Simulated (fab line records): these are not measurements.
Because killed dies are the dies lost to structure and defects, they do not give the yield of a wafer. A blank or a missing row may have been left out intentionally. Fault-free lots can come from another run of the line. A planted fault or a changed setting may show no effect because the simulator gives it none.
One fault through the eyes of 2 desks / flow gf180mcu / every desk sees just its own numbers, and what lay behind them comes last

== THE TOOL OWNER'S DESK: implanter-04 ==
The tool's own readings at GF_HV_LDD_IMPLANT_34, given as means over the sampled wafers that have a number, one for each lot that went through this tool. A lot is out of limits, marked OUT, if its mean lies more than 4 standard deviations from the usual mean; the brackets give that distance.
Columns: A = dose_ions_cm2 at GF_HV_LDD_IMPLANT_34, usual 7.501e+12; B = end_station_pressure_torr at GF_HV_LDD_IMPLANT_34, usual 5.01e-06 Torr; C = faraday_current_uA at GF_HV_LDD_IMPLANT_34, usual 42.4
lot=L135; first seen here=day 11 19:32; A=7.496e+12; B=5.01e-06; C=41.7
lot=L138; first seen here=day 12 21:08; A=7.498e+12; B=5.11e-06; C=41.4
lot=L142; first seen here=day 14 05:14; A=7.502e+12; B=4.95e-06; C=43.0
lot=L143; first seen here=day 14 14:34; A=7.502e+12; B=4.89e-06; C=42.6
lot=L153; first seen here=day 17 19:24; A=1.020e+13 (+99 or more) OUT; B=4.79e-06; C=56.8 (+15) OUT
lot=L154; first seen here=day 18 04:02; A=1.020e+13 (+99 or more) OUT; B=5.32e-06; C=56.9 (+15) OUT
This desk's finding: out of limits on L153, L154; first on L153, day 17 19:24 (dose_ions_cm2 at GF_HV_LDD_IMPLANT_34). In limits: L135, L138, L142, L143.

== AT THE METROLOGY DESK ==
What the gauges read, lot by lot, whatever tool the lot ran on: means of the sampled wafers that have a number. A lot is out of limits, marked OUT, if its mean lies more than 4 standard deviations from the usual mean; the brackets give that distance.
Columns: A = HV_LDD_03_OVL at GF_HV_LDD_OVL_MEAS_47, usual 0.5 nm; B = HV_LDD_RS at GF_HV_LDD_RS_MEAS_53, usual 418.1 ohm/sq; C = HV_LDD_CVD_54_THK at GF_HV_LDD_THK_MEAS_55, usual 9.99 nm
lot=L134; first seen here=day 12 06:24; A=1.8; B=417.5; C=10.23
lot=L135; first seen here=day 12 15:30; A=0.1; B=419.2; C=9.98
lot=L136; first seen here=day 12 21:54; A=-0.1; B=418.9; C=10.10
lot=L138; first seen here=day 13 17:07; A=0.9; B=418.5; C=10.06
lot=L139; first seen here=day 13 23:00; A=-0.5; B=417.4; C=10.08
lot=L141; first seen here=day 15 01:01; A=0.9; B=418.4; C=9.90
lot=L142; first seen here=day 15 03:07; A=-0.9; B=417.2; C=9.98
lot=L143; first seen here=day 15 12:04; A=1.4; B=418.0; C=10.08
lot=L146; first seen here=day 16 11:10; A=1.3; B=420.0; C=10.08
lot=L153; first seen here=day 18 19:37; A=1.3; B=410.4 (-7.9) OUT; C=9.80
lot=L154; first seen here=day 19 04:49; A=0.2; B=412.0 (-6.2) OUT; C=10.02
lot=L155; first seen here=day 19 09:31; A=3.2; B=420.0; C=10.02
lot=L157; first seen here=day 19 23:25; A=-0.2; B=417.8; C=9.90
Per this desk, out of limits: L153, L154; the first was L153, day 18 20:04 (HV_LDD_RS at GF_HV_LDD_RS_MEAS_53). In limits: L134, L135, L136, L138, L139, L141, L142, L143, L146, L155, L157.

== ALL TOGETHER ==
An alarm could have come from the tool owner's desk at day 17 19:24, on L153, L154.
On L153, L154, the metrology desk was in a position to raise an alarm at day 18 20:04.
All the named lots went through GF_HV_LDD_IMPLANT_34 on implanter-04.

== WHAT THE SIMULATOR PUT IN ==
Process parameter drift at GF_HV_LDD_IMPLANT_34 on implanter-04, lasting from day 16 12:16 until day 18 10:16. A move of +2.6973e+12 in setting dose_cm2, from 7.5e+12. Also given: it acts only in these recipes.
Struck lots among those shown: L153, L154.
Time in hours from fault onset to the first out-of-limits reading at each desk: tool owner's desk 31, metrology desk 56.
